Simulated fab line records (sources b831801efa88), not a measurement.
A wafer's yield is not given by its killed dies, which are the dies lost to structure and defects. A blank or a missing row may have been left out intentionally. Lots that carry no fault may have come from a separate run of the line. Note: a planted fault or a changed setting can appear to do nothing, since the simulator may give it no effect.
One fault through the eyes of 2 desks ; flow sky130 ; what lay behind the numbers comes last; until then each desk has only its own

== AT THE TOOL OWNER'S DESK: furnace-01 ==
The tool's own readings at SKY_FIELD_ISO_OXIDATION_22 (stabilise 600 s, purge 300 s, target thk 10 nm): means of the sampled wafers that have a number, for each lot that ran on this tool. The brackets show how far a lot's mean lies from the usual mean; more than 4 standard deviations puts the lot out of limits, marked OUT. 7 of its 11 readings are shown: the first one out of limits and those lying furthest out on some lot.
Columns: A = spike-tc-bottom-C at SKY_FIELD_ISO_OXIDATION_22, usual 968.1 C; B = spike-tc-centre-C at SKY_FIELD_ISO_OXIDATION_22, usual 950.5 C; C = spike-tc-lower-C at SKY_FIELD_ISO_OXIDATION_22, usual 949.0 C; D = spike-tc-upper-C at SKY_FIELD_ISO_OXIDATION_22, usual 950.7 C; E = tube-center-temp-C at SKY_FIELD_ISO_OXIDATION_22, usual 949.99 C; F = tube_center_temp_C_max at SKY_FIELD_ISO_OXIDATION_22, usual 952.4; G = zone-power-centre-pct at SKY_FIELD_ISO_OXIDATION_22, usual 21.51 %
lot;first seen here;A;B;C;D;E;F;G
L964;day 2 06:20;967.3;951.6;948.2;950.4;949.95;952.5;21.50
L967;day 3 02:24;967.8;951.9;948.7;949.6;949.97;952.6;21.47
L973;day 4 08:25;967.8;950.8;949.7;950.3;950.01;952.6;21.53
L977;day 5 02:05;1012.7 (+37) OUT;996.6 (+35) OUT;992.4 (+39) OUT;994.8 (+34) OUT;994.65 (+99 or more) OUT;997.3 (+99 or more) OUT;23.97 (+12) OUT
L978;day 5 08:21;1013.2 (+38) OUT;996.5 (+35) OUT;992.8 (+40) OUT;994.8 (+34) OUT;994.62 (+99 or more) OUT;997.0 (+99 or more) OUT;23.50 (+9.5) OUT
This desk's finding: out of limits on L977, L978; first on L977, day 5 02:05 (spike-tc-bottom-C at SKY_FIELD_ISO_OXIDATION_22). In limits: L964, L967, L973.

== FROM THE METROLOGY DESK ==
Lot by lot, what the gauges showed, no matter which tool ran the lot: averages of those sampled wafers that carry a number. The brackets show how far a lot's mean lies from the usual mean; more than 4 standard deviations puts the lot out of limits, marked OUT.
Columns: A = FIELD_ISO_OXIDATION_00_THK at SKY_FIELD_ISO_THK_MEAS_02, usual 12.01 nm; B = FIELD_ISO_OXIDATION_01_THK at SKY_FIELD_ISO_THK_MEAS_23, usual 9.97 nm; C = VT_ADJUST_HVTP_TW at SKY_VT_ADJUST_HVTP_TW_MEAS_11, usual 1350
lot;first seen here;A;B;C
L964;day 1 12:23;11.68;10.05;1381
L965;day 1 16:38;11.69;10.01;1382
L966;day 1 22:10;12.05;9.66;1341
L967;day 2 05:05;11.61;9.85;1324
L971;day 3 02:30;11.78;9.98;1367
L972;day 3 04:01;11.97;10.20;1340
L973;day 3 08:38;12.12;9.89;1346
L976;day 3 23:54;11.98;10.09;1352
L977;day 4 06:34;12.00;16.54 (+31) OUT;1327
L978;day 4 12:21;11.90;16.90 (+33) OUT;1355
L986;day 6 02:16;12.01;10.37;1358
This desk reports L977, L978 out of limits; the earliest was L977 at day 5 03:16 (FIELD_ISO_OXIDATION_01_THK at SKY_FIELD_ISO_THK_MEAS_23). In limits: L964, L965, L966, L967, L971, L972, L973, L976, L986.

== TAKEN TOGETHER ==
The tool owner's desk had the chance to raise an alarm at day 5 02:05 on L977, L978.
On L977, L978, the metrology desk was in a position to raise an alarm at day 5 03:16.
All the named lots went through SKY_FIELD_ISO_OXIDATION_22 on furnace-01.

== WHAT THE SIMULATOR PUT IN ==
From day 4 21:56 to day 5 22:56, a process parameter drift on furnace-01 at SKY_FIELD_ISO_OXIDATION_22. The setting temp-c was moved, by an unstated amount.
Lots struck among those shown: L977, L978.
Counting hours from when the fault started, the first reading out of limits came at 4 for the tool owner's desk and at 5 for the metrology desk.
